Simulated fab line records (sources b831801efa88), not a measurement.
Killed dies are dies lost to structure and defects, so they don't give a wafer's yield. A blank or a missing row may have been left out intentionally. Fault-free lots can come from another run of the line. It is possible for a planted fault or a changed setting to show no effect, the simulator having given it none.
A struck lot beside a sound one + flow sky130 + 21 steps out of a route of 708
Sound: these wafers, L699.1, L699.2, L699.4. The struck wafers were L689.1, L689.4, L689.5. The cause comes at the end.
Order at every step that has rows: each side's tool, ch and its chambers, its first start. Under that, the readings that differ: sound wafers + struck wafers + difference of the means + sigmas: that difference in standard deviations of wafers without a fault.
alike: words and numbers the same on both sides, and readings whose means are apart by under 2 such deviations; not compared: readings that were withheld, readings missing a value for some wafer, numbers with overlapping values and no deviation given by the record, and bounds like >300 which may hide the same value.
A row with sigmas, a row that says differs or no value, or rows on one side alone: a step with any of these is where the two part. Numbers that have no deviation but don't overlap get no sigmas and don't part them. A reading missing from all wafers of one side parts the sides only when that side holds two or more wafers.

first, 1 step without rows for these wafers: SKY_RES_XHIGH_IMPLANT_07.
SKY_RES_XHIGH_STRIP_08: strips in O2/N2.
  sound on plasma-asher-04 ch 0,1, day 32 11:52; struck on plasma-asher-04 ch 0, day 29 01:52
| reading                      | sound             | struck            | difference | sigmas |
|------------------------------|-------------------|-------------------|------------|--------|
| strip-time-to-endpoint-s (s) | 14.20 14.17 14.23 | 14.32 14.32 14.30 | +0.11      | +3     |
  alike: drypump-motor-current-A, oes-product-au
  not compared: rf-hours-counter-h
SKY_RES_XHIGH_TW_MEAS_09:
  sound on film-metro-01, day 32 11:58; struck on film-metro-02, day 29 01:58
  alike: RES_XHIGH_TW
then, 7 steps without rows for these wafers: SKY_SD_N_DEHYDRATE_00 (time 60 s); SKY_SD_N_HMDS_01 (prime time 60 s); SKY_SD_N_COAT_02 (resist thk 1140 nm); SKY_SD_N_SOFTBAKE_03 (time 60 s); SKY_SD_N_EXPOSE_04 (exposes mask NSDM, target cd 380 nm); SKY_SD_N_PEB_05; SKY_SD_N_DEVELOP_06 (develop time 60 s).
SKY_SD_N_CD_MEAS_07: target cd 380 nm.
  sound on cd-sem-01, day 33 14:46; struck on cd-sem-02, day 30 05:49
| reading    | sound             | struck            | difference | sigmas |
|------------|-------------------|-------------------|------------|--------|
| cd-nm (nm) | 377.9 378.7 381.5 | 383.1 385.8 383.4 | +4.7       | +2     |
SKY_SD_N_OVL_MEAS_08:
  sound on overlay-02, day 33 14:53; struck on overlay-02, day 30 05:56
  alike: SD_N_OVL
SKY_SD_N_IMPLANT_09:
  sound on implanter-01 ch 0, day 33 14:55; struck on implanter-01 ch 0, day 30 05:59
| reading                          | sound                      | struck                     | difference | sigmas |
|----------------------------------|----------------------------|----------------------------|------------|--------|
| beam-on-s (s)                    | 17.2 17.5 17.2             | 20.4 20.0 19.9             | +2.8       | +7     |
| end-station-pressure-torr (Torr) | 1.36e-05 1.43e-05 1.35e-05 | 5.73e-05 5.99e-05 5.98e-05 | +4.52e-05  | +60    |
| faraday-current-uA               | 12697 12535 12657          | 11114 11326 11326          | -1374      | -4     |
following that, these wafers have no rows for 1 step: SKY_SD_N_IMPLANT_10.
SKY_SD_N_STRIP_11: strips in O2/N2.
  sound on plasma-asher-03 ch 0,1, day 33 15:13; struck on plasma-asher-01 ch 0,1, day 30 06:17
| reading                      | sound             | struck            | difference | sigmas |
|------------------------------|-------------------|-------------------|------------|--------|
| oes-product-au (a.u.)        | 0.526 0.523 0.533 | 0.513 0.519 0.517 | -0.011     | -3     |
| strip-time-to-endpoint-s (s) | 22.52 22.55 22.50 | 23.12 23.10 23.14 | +0.60      | +15    |
  alike: drypump-motor-current-A
  not compared: rf-hours-counter-h
SKY_SD_N_TW_MEAS_12:
  sound on film-metro-02, day 33 15:19; struck on film-metro-03, day 30 06:23
| reading | sound          | struck         | difference | sigmas |
|---------|----------------|----------------|------------|--------|
| SD_N_TW | 4033 4025 4048 | 3970 3949 3964 | -74        | -2     |
then, 1 step without rows for these wafers: SKY_SD_N_CLEAN_13 (cleans in SC1/SC2, time 150 s).
SKY_SD_N_RTA_14: time 2 s.
  sound on rtp-anneal-02 ch 0, day 33 15:26; struck on rtp-anneal-02 ch 0, day 30 06:29
  alike: lamp-power-pct, wafer_temp_C_max
SKY_SD_N_RS_MEAS_16: a four-point-probe measurement.
  sound on film-metro-03, day 33 15:36; struck on film-metro-02, day 30 07:01
| reading          | sound             | struck            | difference | sigmas |
|------------------|-------------------|-------------------|------------|--------|
| SD_N_RS (ohm/sq) | 68.63 68.50 68.51 | 67.28 67.45 67.29 | -1.21      | -9     |
  not compared: hold
SKY_SD_N_RS_MEAS_17: a four-point-probe measurement.
  sound on film-metro-03, day 33 15:43; struck on film-metro-02, day 30 15:56
| reading | sound | struck                                                                     | difference                   | sigmas |
|---------|-------|----------------------------------------------------------------------------|------------------------------|--------|
| hold    | - - - | await-dispo/8.8h/release await-dispo/8.8h/release await-dispo/8.8h/release | no value on the sound wafers |        |
  alike: SD_P_RS
-- the record jumps here: 17 days lie between the struck wafers' starts before and after (it left off in module SD_N and takes up again in module PAD_OPEN, whose first step shown is number 708 of the route) --
SKY_PAD_OPEN_PROBE_99:
  sound on prober-01, day 49 18:41; struck on prober-01, day 47 14:17
| reading                            | sound             | struck            | difference | sigmas |
|------------------------------------|-------------------|-------------------|------------|--------|
| model.etest.res-ndiff-hv.rs-ohm-sq | 113.3 114.6 113.8 | 109.6 109.3 109.5 | -4.4       |        |
| model.etest.res-ndiff.rs-ohm-sq    | 119.8 119.4 119.7 | 114.9 115.4 116   | -4.2       |        |
  alike: killed_at_M0_to_M3, killed_at_M4_up, killed-at-contacts, killed-at-front-end, killed-at-other, killed-dies, killed-on-rim, killed-open, killed-short
  not compared: model.etest.res-ndiff.line-ohm-um

WHERE THEY PART
First at SKY_RES_XHIGH_STRIP_08; last, within this record, at SKY_SD_N_RS_MEAS_17. Later steps at which nothing parts them and some readings are alike: SKY_PAD_OPEN_PROBE_99.

WHY: what had been put in by the simulator
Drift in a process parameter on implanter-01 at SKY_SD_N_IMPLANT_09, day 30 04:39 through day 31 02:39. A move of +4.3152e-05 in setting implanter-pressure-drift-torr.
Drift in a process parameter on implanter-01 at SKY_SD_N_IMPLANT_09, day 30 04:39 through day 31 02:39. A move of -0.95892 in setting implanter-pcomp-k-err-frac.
